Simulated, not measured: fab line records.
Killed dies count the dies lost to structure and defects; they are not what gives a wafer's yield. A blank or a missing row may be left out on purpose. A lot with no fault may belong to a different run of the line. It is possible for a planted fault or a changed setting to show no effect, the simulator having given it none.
Struck lot and sound lot, side by side + flow gf180mcu + 16 out of 602 route steps
Sound: the wafers L203.2, L203.3, L203.5. Struck: wafers L209.3, L209.4 (left out: L209.1, a lot-mate that was not struck); the cause follows at the end.
Order at every step that has rows: each side's tool, ch and its chambers, its first start. Under that, the readings that differ: sound wafers + struck wafers + difference of the means + sigmas: that difference in standard deviations of wafers without a fault.
alike: readings with means less than 2 such deviations apart, plus words and numbers identical on both sides. not compared: withheld readings, readings lacking a value on some wafer, bounds such as >300 that could conceal the same value, and numbers that have no deviation in the record and whose values overlap.
The two part at a step that has a row with sigmas, a row that says differs or no value, or rows on one side only. Numbers that don't overlap but have no deviation are shown without sigmas and don't part them. A reading missing from all wafers of one side parts the sides only when that side holds two or more wafers.

first, 1 step without rows for these wafers: GF_STI_DEVELOP_11 (develop time 60 s).
GF_STI_CD_MEAS_12 targets a cd of 220 nm.
  sound on cd_sem-01, day 2 21:58; struck on cd_sem-02, day 4 04:37
  alike: cd_nm
GF_STI_ETCH_13: etches the open film in CHF3/O2, stops on Si, target depth 282.31 nm, time 112.9 s.
  sound on rie_diel-03 ch 0,1,2, day 2 22:04; struck on rie_diel-03 ch 1,3, day 4 04:44
  alike: chamber_pressure_mTorr, drypump_motor_current_A, oes_product_au, throttle_valve_pct
  not compared: rf_hours_counter_h
GF_STI_ETCH_14: etches Si in HBr/Cl2/O2, target depth 360 nm, time 102.9 s.
  sound on rie_si-01 ch 0,3, day 2 22:09; struck on rie_si-01 ch 2,3, day 4 04:49
  alike: chamber_pressure_mTorr, drypump_motor_current_A, oes_product_au, throttle_valve_pct
  not compared: rf_hours_counter_h
GF_STI_STRIP_15: strips in O2/N2.
  sound on plasma_asher-01 ch 1, day 2 22:13; struck on plasma_asher-01 ch 0,1, day 4 04:53
  alike: chamber_pressure_mTorr, drypump_motor_current_A, heater_power_w, o2_flow_sccm, oes_product_au, strip_time_to_endpoint_s
  not compared: rf_hours_counter_h
then, 6 steps without rows for these wafers: GF_STI_CLEAN_16 (cleans in dHF, time 25 s); GF_STI_WET_ETCH_17 (etches Si3N4 in H3PO4, target depth 45 nm, time 514 s); GF_STI_CLEAN_18 (cleans in SC1/SC2, time 150 s); GF_STI_CLEAN_19 (cleans in dHF, time 20 s); GF_STI_WET_ETCH_20 (etches SiO2 in dHF, target depth 20 nm, time 400 s); GF_STI_OXIDATION_21 (stabilise 600 s, purge 300 s, target thk 15 nm).
GF_STI_THK_MEAS_22:
  sound on film_metro-04, day 3 00:38; struck on film_metro-02, day 4 06:38
  alike: STI_OXIDATION_01_THK
GF_STI_CVD_23: deposits SiO2, target thk 650 nm, time 108.3 s.
  sound on hdpcvd-01 ch 0,1,2, day 3 00:41; struck on hdpcvd-01 ch 0, day 4 06:41
| reading                              | sound             | struck      | difference | sigmas |
|--------------------------------------|-------------------|-------------|------------|--------|
| model.SiO2_of_STI_CVD_23.thk_nm (nm) | 655.3 659.3 645.9 | 555.8 557.1 | -97.0      |        |
GF_STI_THK_MEAS_24:
  sound on film_metro-02, day 3 00:47; struck on film_metro-01, day 4 06:46
| reading             | sound       | struck  | difference | sigmas |
|---------------------|-------------|---------|------------|--------|
| STI_CVD_23_THK (nm) | 655 659 646 | 555 557 | -97        | -15    |
GF_STI_CMP_25: polishes, stops on Si3N4, t overpolish 33 s, target thk 524.6 nm.
  sound on cmp-01 ch 0,2,3, day 3 00:53; struck on cmp-01 ch 2,3, day 4 06:53
| reading                | sound       | struck  | difference | sigmas |
|------------------------|-------------|---------|------------|--------|
| time_to_endpoint_s (s) | 123 130 121 | 107 106 | -18        | -5     |
  alike: motor_current_A, retaining_ring_pressure_frac
then, 1 step without rows for these wafers: GF_STI_WET_ETCH_26 (etches SiO2 in dHF, target depth 94 nm, time 188 s).

== WHERE THEY PART ==
At GF_STI_THK_MEAS_24 first; at GF_STI_CMP_25 last (within this record only).

WHY: the cause the simulator had injected
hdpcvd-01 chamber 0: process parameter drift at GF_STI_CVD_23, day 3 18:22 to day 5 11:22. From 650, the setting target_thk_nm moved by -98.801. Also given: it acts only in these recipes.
